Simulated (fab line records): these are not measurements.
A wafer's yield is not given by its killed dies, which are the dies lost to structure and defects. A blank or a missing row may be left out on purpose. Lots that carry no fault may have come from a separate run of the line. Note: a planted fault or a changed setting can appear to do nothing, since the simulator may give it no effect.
2 desks looking at one fault | flow sky130 | only its own numbers are on each desk; what lay behind them is given at the end

DESK OF THE TOOL OWNER: implanter-02
The tool's own readings at SKY_VT_ADJUST_NCORE_IMPLANT_09, given as means over the sampled wafers that have a number, one for each lot that went through this tool. The brackets show how far a lot's mean lies from the usual mean; more than 4 standard deviations puts the lot out of limits, marked OUT.
Columns: A = dose-ions-cm2 at SKY_VT_ADJUST_NCORE_IMPLANT_09, usual 2.3997e+12; B = end-station-pressure-torr at SKY_VT_ADJUST_NCORE_IMPLANT_09, usual 5.03e-06 Torr; C = faraday-current-uA at SKY_VT_ADJUST_NCORE_IMPLANT_09, usual 13.54
lot  | first seen here | A                            | B        | C
L257 | day 9 01:43     | 2.4002e+12                   | 4.97e-06 | 13.66
L259 | day 9 19:43     | 2.3996e+12                   | 5.08e-06 | 13.72
L261 | day 10 05:17    | 1.5904e+12 (-99 or more) OUT | 4.96e-06 | 9.03 (-17) OUT
L262 | day 10 14:25    | 1.5904e+12 (-99 or more) OUT | 5.00e-06 | 9.13 (-17) OUT
L276 | day 14 17:28    | 2.4012e+12                   | 4.85e-06 | 13.45
This desk finds L261, L262 out of limits, L261 being first, at day 10 05:17 (dose-ions-cm2 at SKY_VT_ADJUST_NCORE_IMPLANT_09). L257, L259, L276 stayed within limits.

AT THE METROLOGY DESK
Means of the sampled wafers that have a number, per lot and without regard to the tool the lot ran on: this is what the gauges read. The brackets show how far a lot's mean lies from the usual mean; more than 4 standard deviations puts the lot out of limits, marked OUT.
Columns: A = VT_ADJUST_NCORE_TW at SKY_VT_ADJUST_NCORE_TW_MEAS_11, usual 218.5; B = SONOS_TUNNEL_OVL at SKY_SONOS_TUNNEL_OVL_MEAS_08, usual -0.5 nm; C = LDD_P_OVL at SKY_LDD_P_OVL_MEAS_08, usual -1.9 nm
lot  | first seen here | A                | B    | C
L256 | day 8 23:29     | 220.5            | -1.8 | -0.1
L257 | day 9 01:57     | 217.2            | 1.3  | -0.9
L258 | day 9 06:40     | 218.4            | -0.9 | -2.7
L259 | day 9 19:58     | 218.2            | 0.3  | -1.7
L261 | day 10 05:32    | 195.4 (-9.3) OUT | -1.4 | -4.2
L262 | day 10 14:39    | 196.6 (-8.8) OUT | 0.2  | -2.7
L265 | day 11 13:25    | 217.5            | 0.2  | -1.9
L272 | day 13 18:17    | 222.8            | 0.5  | -0.8
L273 | day 14 01:55    | 222.2            | 1.9  | -1.1
L276 | day 14 17:43    | 221.8            | 0.7  | -1.1
L277 | day 15 06:26    | 215.6            | 1.1  | -4.3
L278 | day 15 11:03    | 220.8            | -2.8 | -3.1
This desk reports L261, L262 out of limits; the earliest was L261 at day 10 05:32 (VT_ADJUST_NCORE_TW at SKY_VT_ADJUST_NCORE_TW_MEAS_11). L256, L257, L258, L259, L265, L272, L273, L276, L277, L278 stayed within limits.

BROUGHT TOGETHER
The tool owner's desk had the chance to raise an alarm at day 10 05:17 on L261, L262.
The metrology desk could have raised an alarm at day 10 05:32, on L261, L262.
Of the lots named, all ran SKY_VT_ADJUST_NCORE_IMPLANT_09 on implanter-02.

WHAT THE SIMULATOR PUT IN
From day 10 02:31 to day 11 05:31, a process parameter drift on implanter-02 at SKY_VT_ADJUST_NCORE_IMPLANT_09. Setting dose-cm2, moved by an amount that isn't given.
Shown lots that were struck: L261, L262.
Fault start to first reading out of limits, in hours, per desk: tool owner, 3; metrology, 3.
